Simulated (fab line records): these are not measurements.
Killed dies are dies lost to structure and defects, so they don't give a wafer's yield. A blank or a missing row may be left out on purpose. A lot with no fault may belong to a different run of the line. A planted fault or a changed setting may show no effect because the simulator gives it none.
Chamber matching | flow gf180mcu | GF_STI_ETCH_14 on rie_si-02 has 4 sister chambers
The step etches Si in HBr/Cl2/O2, target depth 360 nm, time 102.9 s. 14 wafers are shown with their chamber, then 7 later ones without.

EACH WAFER AND ITS CHAMBER
wafer  | chamber | drypump_motor_current_A (A) | oes_product_au (a.u.) | throttle_valve_pct (%)
L324.1 | 2       | 6.8                         | 1.013                 | 25.660
L324.2 | 0       | 5.4                         | 1.013                 | 25.642
L324.3 | 3       | 6.0                         | 0.999                 | 25.651
L325.2 | 0       | 5.4                         | 0.994                 | 25.671
L325.5 | 0       | 5.5                         | 1.012                 | 25.665
L325.6 | 1       | 5.8                         | 0.981                 | 25.671
L326.2 | 2       | 6.8                         | 1.017                 | 25.662
L326.3 | 1       | 5.8                         | 0.992                 | 25.664
L326.5 | 0       | 5.4                         | 1.006                 | 25.652
L331.1 | 1       | 5.8                         | 0.991                 | 25.668
L331.4 | 2       | 6.7                         | 1.003                 | 25.649
L331.5 | 3       | 6.0                         | 0.998                 | 25.663
L338.2 | 2       | 6.7                         | 1.000                 | 25.649
L338.4 | 3       | 6.0                         | 0.997                 | 25.666

SIGNATURES, as means of the wafers listed above
reading                 | chamber 0 | chamber 1 | chamber 2 | chamber 3 | scatter within a chamber
drypump_motor_current_A | 5.425     | 5.800     | 6.750     | 6.000     | 0.0418
oes_product_au          | 1.00625   | 0.98800   | 1.00825   | 0.99800   | 0.00707
throttle_valve_pct      | 25.65750  | 25.66767  | 25.65500  | 25.66000  | 0.00898
Rule: for a wafer and a chamber, the distance is found by dividing, reading by reading, the gap between the wafer's reading and the chamber's mean by the reading's scatter, squaring, summing and taking the root. If the next closest chamber is less than 2 further off than the closest, the wafer can't be placed; otherwise it belongs to the closest. The scatter is the square root of a quotient: the sum, over the shown wafers, of each reading's squared deviation from its chamber's mean, divided by wafers minus chambers.

WAFERS WITH NO CHAMBER GIVEN
wafer  | drypump_motor_current_A (A) | oes_product_au (a.u.) | throttle_valve_pct (%)
L338.5 | 6.7                         | 0.994                 | 25.640
L345.2 | 6.0                         | 1.003                 | 25.645
L345.4 | 5.8                         | 1.005                 | 25.660
L345.5 | 6.0                         | 0.996                 | 25.664
L346.3 | 6.0                         | 0.990                 | 25.650
L346.4 | 6.8                         | 1.007                 | 25.664
L346.5 | 6.0                         | 1.000                 | 25.664

THE CHAMBER EACH PASSED THROUGH
wafer  | from the rows above | in truth
L338.5 | 2                   | 2
L345.2 | 3                   | 3
L345.4 | 1                   | 1
L345.5 | 3                   | 3
L346.3 | 3                   | 3
L346.4 | 2                   | 2
L346.5 | 3                   | 3
Correctly placed: 7 of 7. Not placeable from these rows: 0. Wrongly placed: 0.
